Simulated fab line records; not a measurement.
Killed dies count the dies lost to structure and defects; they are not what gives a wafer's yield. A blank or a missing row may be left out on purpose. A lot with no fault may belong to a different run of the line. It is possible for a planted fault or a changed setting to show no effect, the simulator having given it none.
Comparing a struck lot with a sound one | flow sky130 | 16 steps out of a route of 708
Sound: these wafers, L579.3, L579.4, L579.6. Wafers L585.4, L585.5, L585.6 were the ones struck. The cause is named last.
Order at every step that has rows: each side's tool, ch and its chambers, its first start. Under that, the readings that differ: sound wafers | struck wafers | difference of the means | sigmas: that difference in standard deviations of wafers without a fault.
alike: same words and numbers on both sides, and readings whose means sit less than 2 such deviations apart. not compared: any withheld reading, any reading some wafer has no value for, any bound like >300 that may hide the same value, and any number with overlapping values for which the record gives no deviation.
A row with sigmas, a row that says differs or no value, or rows on one side alone: a step with any of these is where the two part. Numbers that don't overlap but have no deviation are shown without sigmas and don't part them. Lack of a reading on every wafer of one side parts them only where that side has two or more wafers.

first, 1 step without rows for these wafers: SKY_LDD_N_IMPLANT_15.
SKY_LDD_N_STRIP_16: strips in O2/N2.
  sound on plasma asher-01 ch 0,1, day 23 05:05; struck on plasma asher-03 ch 0,1, day 25 02:08
  alike: drypump motor current A, oes product au, strip time to endpoint s
  not compared: rf hours counter h
SKY_LDD_N_TW_MEAS_17:
  struck on film metro-01, day 25 02:14; sound on film metro-04, day 23 05:11
  alike: LDD_N_TW
then, 7 steps without rows for these wafers: SKY_LDD_P_DEHYDRATE_00 (time 60 s); SKY_LDD_P_HMDS_01 (prime time 60 s); SKY_LDD_P_COAT_02 (resist thk 1140 nm); SKY_LDD_P_SOFTBAKE_03 (time 60 s); SKY_LDD_P_EXPOSE_04 (exposes mask PSDM, target cd 380 nm); SKY_LDD_P_PEB_05; SKY_LDD_P_DEVELOP_06 (develop time 60 s).
SKY_LDD_P_CD_MEAS_07: the cd target is 380 nm.
  struck on cd sem-01, day 26 06:45; sound on cd sem-01, day 24 11:07
  alike: cd nm
SKY_LDD_P_OVL_MEAS_08:
  struck on overlay-02, day 26 06:50; sound on overlay-02, day 24 11:13
  alike: LDD_P_OVL
SKY_LDD_P_IMPLANT_09:
  sound on implanter-04 ch 0, day 24 11:17; struck on implanter-02 ch 0, day 26 06:55
  reading            | sound                           | struck                        | difference | sigmas
  dose ions cm2      | 9.995e+12 1.0003e+13 1.0007e+13 | 8.465e+12 8.457e+12 8.464e+12 | -1.540e+12 | -99 or more
  faraday current uA | 56.7 56.2 57.2                  | 46.3 47.0 47.8                | -9.7       | -9
SKY_LDD_P_STRIP_10: strips in O2/N2.
  sound on plasma asher-04 ch 0,1, day 24 11:25; struck on plasma asher-01 ch 0,1, day 26 07:02
  alike: drypump motor current A, oes product au, strip time to endpoint s
  not compared: rf hours counter h
SKY_LDD_P_TW_MEAS_11:
  struck on film metro-03, day 26 07:21; sound on film metro-03, day 24 11:30
  reading  | sound       | struck      | difference | sigmas
  LDD_P_TW | 629 626 629 | 594 597 597 | -32        | -9
  not compared: hold
-- here the record skips 24 days between the struck wafers' starts before and after, leaving off in module LDD_P and picking up in module PAD_OPEN (first step shown: number 708 of the route) --
SKY_PAD_OPEN_PROBE_99:
  struck on prober-02, day 50 11:58; sound on prober-02, day 49 05:10
  reading                     | sound          | struck         | difference | sigmas
  model.etest.tip p.rs ohm sq | 6927 6922 6934 | 7788 7820 7821 | +882       |
  alike: killed_at_M0_to_M3, killed_at_M4_up, killed at contacts, killed at front end, killed at other, killed dies, killed open, killed short

WHERE THEY PART
Last at SKY_LDD_P_TW_MEAS_11 as far as this record goes, first at SKY_LDD_P_IMPLANT_09. Later steps at which nothing parts them and some readings are alike: SKY_PAD_OPEN_PROBE_99.

WHY: what had been put in by the simulator
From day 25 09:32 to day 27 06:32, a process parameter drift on implanter-02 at SKY_LDD_P_IMPLANT_09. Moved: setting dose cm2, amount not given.
